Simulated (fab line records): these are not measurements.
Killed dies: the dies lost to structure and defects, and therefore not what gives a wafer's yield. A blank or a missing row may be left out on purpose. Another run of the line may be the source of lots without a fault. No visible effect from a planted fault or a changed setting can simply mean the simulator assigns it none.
Chamber matching ; flow sky130 ; SKY_FIELD_ISO_ETCH_17 on rie-si-01: 4 sister chambers
The step etches Si in HBr/Cl2/O2, target depth 342 nm, time 97.7 s. 4 wafers are shown with their chamber, then 9 later ones without.

== WAFERS WITH THEIR CHAMBER ==
wafer;chamber;drypump-motor-current-A (A)
L801.4;1;5.9
L805.1;2;5.1
L805.5;3;5.3
L805.6;0;5.3

== WAFERS WHOSE CHAMBER IS MISSING ==
wafer;drypump-motor-current-A (A)
L807.1;5.3
L807.4;5.9
L807.5;5.3
L810.1;5.2
L810.3;5.3
L810.6;5.2
L811.2;5.2
L811.3;5.3
L811.5;5.2

== EACH ONE'S CHAMBER ==
wafer;from the rows above;in truth
L807.1;can't be placed: 0 or 3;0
L807.4;1;1
L807.5;can't be placed: 0 or 3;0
L810.1;can't be placed: 0 or 3 or 2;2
L810.3;can't be placed: 0 or 3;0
L810.6;can't be placed: 0 or 3 or 2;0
L811.2;can't be placed: 0 or 3 or 2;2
L811.3;can't be placed: 0 or 3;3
L811.5;can't be placed: 0 or 3 or 2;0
Placed correctly: 1 of 9. Unplaceable from these rows: 8, with the true chamber sitting among the candidates in 8. Number placed wrongly: 0.
How it was worked out, from the rows above alone: a wafer's distance from a chamber is the root of the sum, over the readings, of the square of ((its reading less the chamber's mean) divided by the reading's scatter). If the next closest chamber is less than 2 further off than the closest, the wafer can't be placed; otherwise it belongs to the closest. A chamber's mean is the mean of its shown wafers. The scatter: root of mean squared gap, hidden wafer to nearest shown wafer, with one shown wafer a chamber.
